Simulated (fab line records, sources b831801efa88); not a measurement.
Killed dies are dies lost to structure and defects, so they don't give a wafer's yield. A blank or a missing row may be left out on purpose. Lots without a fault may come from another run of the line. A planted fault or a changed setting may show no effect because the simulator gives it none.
Problem report in the 8D (eight disciplines) form, filled by code | flow gf180mcu | the parts of the form that need people (team, actions taken, sign-off) are left out

1. THE PROBLEM
oes_product_au at GF_HV_LDD_STRIP_22 reads a mean of 0.942 a.u. on 3 wafers of 1 lot; wafers without a fault read 0.716 a.u. with a standard deviation of 0.0047. That is +48 standard deviations from the usual mean.
The step: strips in O2/N2.
First seen on wafer L430.1, day 12 11:31, on plasma_asher-01. The record holds 39 wafers of 13 lots with a number at this step. Rule for "out", or "out of limits": more than 4 standard deviations from the usual mean. The other wafers with a number count as sound.

2. WHAT IT IS AND WHAT IT IS NOT
question                    | is                     | is not
which readings at this step | oes_product_au         | chamber_pressure_mTorr, drypump_motor_current_A, heater_power_w, platen_temp_c
which lots                  | L430                   | L427, L428, L429, L438, L439, L440, L441, L444, L445, L446, L447, L449
which wafers of those lots  | all that have a number | -
read on which tools         | plasma_asher-01        | plasma_asher-04
when                        | from day 12 11:31      | up to then (9 sound wafers); but 27 sound wafers of L438, L439, L440, L441, L444, L445, L446, L447, L449 came after

3. SUSPECTS, AND WHAT RULES EACH OUT
Counting: a tool at a process step up to the reading stays a suspect if it ran every lot that is out and no sound lot after the first of them.
- plasma_asher-03 at GF_MVPSD_STRIP_10 (strips in O2/N2): ruled out as a lasting fault. Sound lots L441, L444, L446 ran on it after its first lot that is out, L430 (day 6 02:14).
- plasma_asher-01 at GF_HV_LDD_STRIP_22 (strips in O2/N2): ruled out as a lasting fault. Sound lots L441, L447 ran on it after its first lot that is out, L430 (day 12 11:31).
Left after counting: nothing in the record.

4. THE CAUSE (what the simulator had put in)
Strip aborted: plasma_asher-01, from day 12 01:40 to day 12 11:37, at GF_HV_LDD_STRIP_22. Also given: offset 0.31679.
Counting ruled it out, wrongly.

5. THE CHAIN OF EFFECTS, in route order
Each row: a reading whose mean over the struck wafers that have a number lies more than 3 standard deviations from the usual. Only readings for which the record gives a usual standard deviation are gone through. hours: the time from each lot's start at the first step in this table that gives one to its start at this step, as a median over the lots. sigmas: the change in usual standard deviations.
hours | step               | reading        | usual      | on struck wafers | change | sigmas
0     | GF_HV_LDD_STRIP_22 | oes_product_au | 0.716 a.u. | 0.942            | +0.226 | +48
The process steps in it:
- GF_HV_LDD_STRIP_22: strips in O2/N2.
Readings that are blank on the struck wafers while sound wafers have them: strip_time_to_endpoint_s at GF_HV_LDD_STRIP_22.
Later measuring or inspecting steps at which every struck wafer that the step has a row for has a number for every such reading, and none has moved that far: GF_HV_LDD_OVL_MEAS_32, GF_HV_LDD_TW_MEAS_38.

6. WHAT WOULD HAVE CAUGHT IT SOONER
In this record the first reading out of limits was taken at day 12 11:31, 10 hours after the fault began at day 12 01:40.
